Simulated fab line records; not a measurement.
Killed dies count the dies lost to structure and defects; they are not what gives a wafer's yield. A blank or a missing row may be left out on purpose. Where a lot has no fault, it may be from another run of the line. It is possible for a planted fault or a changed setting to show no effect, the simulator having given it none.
Matching of chambers -- flow sky130 -- SKY_VIA4_CMP_02 on cmp-02: 4 sister chambers
The step polishes SiO2. 4 wafers are shown with their chamber, then 7 later ones without.

## EACH WAFER AND ITS CHAMBER
wafer,chamber,motor-current-A (A)
L145.4,0,11.1
L145.5,3,11.9
L157.3,2,12.0
L157.5,1,12.3

## WAFERS WITH NO CHAMBER GIVEN
wafer,motor-current-A (A)
L157.6,10.9
L161.1,11.3
L161.3,11.0
L161.6,11.1
L162.1,12.9
L162.3,11.6
L162.4,11.9

## EACH ONE'S CHAMBER
wafer,from the rows above,in truth
L157.6,0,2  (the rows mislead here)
L161.1,can't be placed: 0 or 3 or 2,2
L161.3,0,0
L161.6,0,0
L162.1,can't be placed: 1 or 2 or 3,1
L162.3,can't be placed: 3 or 2 or 0 or 1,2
L162.4,can't be placed: 3 or 2 or 1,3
Correctly placed: 2 of 7. Not placeable from these rows: 4 (in 4, the candidates include the true chamber). Placed wrongly: 1.
How it was worked out, from the rows above alone: a wafer's distance from a chamber is the root of the sum, over the readings, of the square of ((its reading less the chamber's mean) divided by the reading's scatter). If the next closest chamber is less than 2 further off than the closest, the wafer can't be placed; otherwise it belongs to the closest. A chamber's mean is the mean of its shown wafers. The scatter (one wafer shown for each chamber): square how far every hidden wafer sits from the nearest shown wafer, average those squares and take the square root.
